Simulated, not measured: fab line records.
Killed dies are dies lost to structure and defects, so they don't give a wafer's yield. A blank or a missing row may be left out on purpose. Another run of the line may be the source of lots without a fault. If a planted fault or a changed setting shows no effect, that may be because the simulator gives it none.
A struck lot beside a sound one :: flow sky130 :: 5 out of 708 route steps
Sound: these wafers, L247.4, L247.5, L247.6. The struck wafers were L243.2, L243.5, L243.6. The cause comes at the end.
For every step that has rows: the tool of each side, followed by ch and its chambers, followed by its first start. Under that, the readings that differ: sound wafers :: struck wafers :: difference of the means :: sigmas: that difference in standard deviations of wafers without a fault.
alike: same words and numbers on both sides, and readings whose means sit less than 2 such deviations apart. not compared: any withheld reading, any reading some wafer has no value for, any bound like >300 that may hide the same value, and any number with overlapping values for which the record gives no deviation.
Wherever a step has rows on one side only, a row that says differs or no value, or a row with sigmas, the two part there. Non-overlapping numbers with no deviation appear without sigmas and do not part them. A reading that every wafer of one side lacks parts them only if that side has two wafers or more.

SKY_FIELD_ISO_BOW_MEAS_00:
  struck on film-metro-02, day 3 22:01; sound on film-metro-04, day 4 18:04
  alike: INCOMING_BOW
then, 1 step without rows for these wafers: SKY_FIELD_ISO_OXIDATION_01 (stabilise 600 s, purge 300 s, target thk 12 nm).
SKY_FIELD_ISO_THK_MEAS_02:
  struck on film-metro-04, day 4 01:15; sound on film-metro-02, day 4 19:40
reading: FIELD_ISO_OXIDATION_00_THK (nm)
sound: 12.48 12.39 12.47
struck: 15.31 15.27 15.22
difference: +2.82
sigmas: +13
then, 1 step without rows for these wafers: SKY_FIELD_ISO_CVD_03 (deposits Si3N4 from DCS/NH3, target thk 165 nm, time 2830 s).
-- a jump in the record: the struck wafers' starts before and after are 45 days apart (it breaks off in module FIELD_ISO and resumes in module PAD_OPEN, where the first step shown is number 708 of the route) --
SKY_PAD_OPEN_PROBE_99:
  struck on prober-02, day 48 18:19; sound on prober-02, day 49 15:22
  alike: killed_at_M0_to_M3, killed_at_M4_up, killed-at-contacts, killed-at-front-end, killed-at-other, killed-dies, killed-open, killed-short

## WHERE THEY PART
Within this record, at SKY_FIELD_ISO_THK_MEAS_02 only. Later steps at which nothing parts them and some readings are alike: SKY_PAD_OPEN_PROBE_99.

WHY: whatever the simulator had introduced
Metrology matching offset: film-metro-04, from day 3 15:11 on, at SKY_FIELD_ISO_THK_MEAS_02. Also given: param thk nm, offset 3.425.
